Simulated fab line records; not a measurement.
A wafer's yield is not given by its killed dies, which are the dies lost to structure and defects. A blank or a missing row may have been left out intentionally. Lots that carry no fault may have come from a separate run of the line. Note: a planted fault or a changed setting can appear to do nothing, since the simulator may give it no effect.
Lot-split experiment || flow sky130 || 5 lots, 23 wafers read, on a route of 708 steps

ABOUT THE SPLIT
At SKY_PAD_OPEN_COAT_02 (resist thk 3000 nm), the setting spin-rpm was moved away from the recipe's 2000 rpm on 8 of the 23 wafers read, by -5.5% to +6.0%. The other wafers ran this setting at the recipe's value.

Reading taken at the split's own step.

THE READING
coat_of_PAD_OPEN_COAT_02.thk-nm (the simulator's own value, which no gauge read), in nm, at SKY_PAD_OPEN_COAT_02 (resist thk 3000 nm). The file does not state a usual value for it. Across the 15 wafers here that went through the recipe, the average is 3000 nm and the standard deviation 9.2 nm.

{"wafer": "L074.1", "tool, chamber at the split": "litho-track-01, 0", "spin-rpm as run, rpm": 2000, "against the recipe": "recipe", "coat_of_PAD_OPEN_COAT_02.thk-nm, nm": 2989, "against lot-mates on the recipe": "-"}
{"wafer": "L074.3", "tool, chamber at the split": "litho-track-01, 0", "spin-rpm as run, rpm": 2000, "against the recipe": "recipe", "coat_of_PAD_OPEN_COAT_02.thk-nm, nm": 2989, "against lot-mates on the recipe": "-"}
{"wafer": "L074.2", "tool, chamber at the split": "litho-track-01, 0", "spin-rpm as run, rpm": 2000, "against the recipe": "recipe", "coat_of_PAD_OPEN_COAT_02.thk-nm, nm": 2998, "against lot-mates on the recipe": "-"}
{"wafer": "L074.4", "tool, chamber at the split": "litho-track-01, 0", "spin-rpm as run, rpm": 2000, "against the recipe": "recipe", "coat_of_PAD_OPEN_COAT_02.thk-nm, nm": 3004, "against lot-mates on the recipe": "-"}
{"wafer": "L074.6", "tool, chamber at the split": "litho-track-01, 0", "spin-rpm as run, rpm": 2000, "against the recipe": "recipe", "coat_of_PAD_OPEN_COAT_02.thk-nm, nm": 2994, "against lot-mates on the recipe": "-"}
{"wafer": "L078.1", "tool, chamber at the split": "litho-track-02, 0", "spin-rpm as run, rpm": 1889, "against the recipe": "-5.5%", "coat_of_PAD_OPEN_COAT_02.thk-nm, nm": 3092, "against lot-mates on the recipe": "+100"}
{"wafer": "L078.2", "tool, chamber at the split": "litho-track-02, 0", "spin-rpm as run, rpm": 2000, "against the recipe": "recipe", "coat_of_PAD_OPEN_COAT_02.thk-nm, nm": 2994, "against lot-mates on the recipe": "-"}
{"wafer": "L078.4", "tool, chamber at the split": "litho-track-02, 0", "spin-rpm as run, rpm": 1889, "against the recipe": "-5.5%", "coat_of_PAD_OPEN_COAT_02.thk-nm, nm": 3086, "against lot-mates on the recipe": "+94"}
{"wafer": "L078.5", "tool, chamber at the split": "litho-track-02, 0", "spin-rpm as run, rpm": 1889, "against the recipe": "-5.5%", "coat_of_PAD_OPEN_COAT_02.thk-nm, nm": 3083, "against lot-mates on the recipe": "+91"}
{"wafer": "L078.6", "tool, chamber at the split": "litho-track-02, 0", "spin-rpm as run, rpm": 2000, "against the recipe": "recipe", "coat_of_PAD_OPEN_COAT_02.thk-nm, nm": 2990, "against lot-mates on the recipe": "-"}
{"wafer": "L081.2", "tool, chamber at the split": "litho-track-02, 0", "spin-rpm as run, rpm": 2000, "against the recipe": "recipe", "coat_of_PAD_OPEN_COAT_02.thk-nm, nm": 3004, "against lot-mates on the recipe": "-"}
{"wafer": "L081.3", "tool, chamber at the split": "litho-track-02, 0", "spin-rpm as run, rpm": 2000, "against the recipe": "recipe", "coat_of_PAD_OPEN_COAT_02.thk-nm, nm": 2997, "against lot-mates on the recipe": "-"}
{"wafer": "L081.6", "tool, chamber at the split": "litho-track-02, 0", "spin-rpm as run, rpm": 2000, "against the recipe": "recipe", "coat_of_PAD_OPEN_COAT_02.thk-nm, nm": 2994, "against lot-mates on the recipe": "-"}
{"wafer": "L083.1", "tool, chamber at the split": "litho-track-01, 0", "spin-rpm as run, rpm": 2112, "against the recipe": "+5.6%", "coat_of_PAD_OPEN_COAT_02.thk-nm, nm": 2936, "against lot-mates on the recipe": -79}
{"wafer": "L083.2", "tool, chamber at the split": "litho-track-01, 0", "spin-rpm as run, rpm": 2112, "against the recipe": "+5.6%", "coat_of_PAD_OPEN_COAT_02.thk-nm, nm": 2936, "against lot-mates on the recipe": -79}
{"wafer": "L083.4", "tool, chamber at the split": "litho-track-01, 0", "spin-rpm as run, rpm": 2000, "against the recipe": "recipe", "coat_of_PAD_OPEN_COAT_02.thk-nm, nm": 3012, "against lot-mates on the recipe": "-"}
{"wafer": "L083.5", "tool, chamber at the split": "litho-track-01, 0", "spin-rpm as run, rpm": 2000, "against the recipe": "recipe", "coat_of_PAD_OPEN_COAT_02.thk-nm, nm": 3020, "against lot-mates on the recipe": "-"}
{"wafer": "L083.6", "tool, chamber at the split": "litho-track-01, 0", "spin-rpm as run, rpm": 2000, "against the recipe": "recipe", "coat_of_PAD_OPEN_COAT_02.thk-nm, nm": 3014, "against lot-mates on the recipe": "-"}
{"wafer": "L085.1", "tool, chamber at the split": "litho-track-01, 0", "spin-rpm as run, rpm": 2120, "against the recipe": "+6.0%", "coat_of_PAD_OPEN_COAT_02.thk-nm, nm": 2912, "against lot-mates on the recipe": -92}
{"wafer": "L085.2", "tool, chamber at the split": "litho-track-01, 0", "spin-rpm as run, rpm": 2000, "against the recipe": "recipe", "coat_of_PAD_OPEN_COAT_02.thk-nm, nm": 3005, "against lot-mates on the recipe": "-"}
{"wafer": "L085.3", "tool, chamber at the split": "litho-track-01, 0", "spin-rpm as run, rpm": 2120, "against the recipe": "+6.0%", "coat_of_PAD_OPEN_COAT_02.thk-nm, nm": 2917, "against lot-mates on the recipe": -86}
{"wafer": "L085.4", "tool, chamber at the split": "litho-track-01, 0", "spin-rpm as run, rpm": 2000, "against the recipe": "recipe", "coat_of_PAD_OPEN_COAT_02.thk-nm, nm": 3002, "against lot-mates on the recipe": "-"}
{"wafer": "L085.6", "tool, chamber at the split": "litho-track-01, 0", "spin-rpm as run, rpm": 2120, "against the recipe": "+6.0%", "coat_of_PAD_OPEN_COAT_02.thk-nm, nm": 2915, "against lot-mates on the recipe": -88}

THE FIT
A straight line over all 23 wafers: coat_of_PAD_OPEN_COAT_02.thk-nm changes by -14.2 nm for each +1% of spin-rpm; r = -0.98; the points scatter about the line by 9.4 nm.
The same after taking each lot's own level away (the mean of its wafers on the recipe; 23 wafers): -15.6 nm for each +1%; r = -1.00; scatter 5.3 nm.
According to that fit, moving spin-rpm by its largest amount changes the reading by 93 nm.
Measured against the standard deviation above, the lots' own levels, which go from 2992.0 to 3015.3 nm, span 2.5 times it.
The two slopes agree, so the slope changes little with the lot-to-lot level.
Check: for one of the wafers moved furthest among these (+6.0%), held out of the fit, the line's prediction against its lot-mates is -91 nm. It came out at -91.5 nm against them.

THE OTHER SPLITS THESE WAFERS WENT THROUGH
Note: prior to the reading, these wafers also went through further splits. Each is held against what the fit with the lots' levels taken away leaves over:
{"other split on the same wafers": "SKY_CAPM_EXPOSE_09 dose-mj", "wafers away from the commonest value": 8, "r with coat_of_PAD_OPEN_COAT_02.thk-nm (lot level and that fit taken away)": "+0.08"}
{"other split on the same wafers": "SKY_METAL3_METAL_ETCH_18 over-etch-frac", "wafers away from the commonest value": 6, "r with coat_of_PAD_OPEN_COAT_02.thk-nm (lot level and that fit taken away)": "+0.08"}
{"other split on the same wafers": "SKY_VIA3_CVD_21 pressure-torr", "wafers away from the commonest value": 10, "r with coat_of_PAD_OPEN_COAT_02.thk-nm (lot level and that fit taken away)": -0.14}
{"other split on the same wafers": "SKY_CAP2M_EXPOSE_09 dose-mj", "wafers away from the commonest value": 5, "r with coat_of_PAD_OPEN_COAT_02.thk-nm (lot level and that fit taken away)": "+0.30"}
{"other split on the same wafers": "SKY_CAP2M_STRIP_14 o2-flow-sccm", "wafers away from the commonest value": 9, "r with coat_of_PAD_OPEN_COAT_02.thk-nm (lot level and that fit taken away)": -0.18}
{"other split on the same wafers": "SKY_VIA4_HDPCVD_00 time-s", "wafers away from the commonest value": 10, "r with coat_of_PAD_OPEN_COAT_02.thk-nm (lot level and that fit taken away)": "+0.19"}
{"other split on the same wafers": "SKY_VIA4_EXPOSE_08 dose-mj", "wafers away from the commonest value": 10, "r with coat_of_PAD_OPEN_COAT_02.thk-nm (lot level and that fit taken away)": "+0.66"}
{"other split on the same wafers": "SKY_METAL5_SPUTTER_01 power-w", "wafers away from the commonest value": 5, "r with coat_of_PAD_OPEN_COAT_02.thk-nm (lot level and that fit taken away)": "+0.27"}
{"other split on the same wafers": "SKY_METAL5_EXPOSE_11 dose-mj", "wafers away from the commonest value": 7, "r with coat_of_PAD_OPEN_COAT_02.thk-nm (lot level and that fit taken away)": -0.23}

THE FILE'S OWN FIT
coat_of_PAD_OPEN_COAT_02.thk-nm changes by -15.3 nm for each +1% of spin-rpm, r = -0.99.
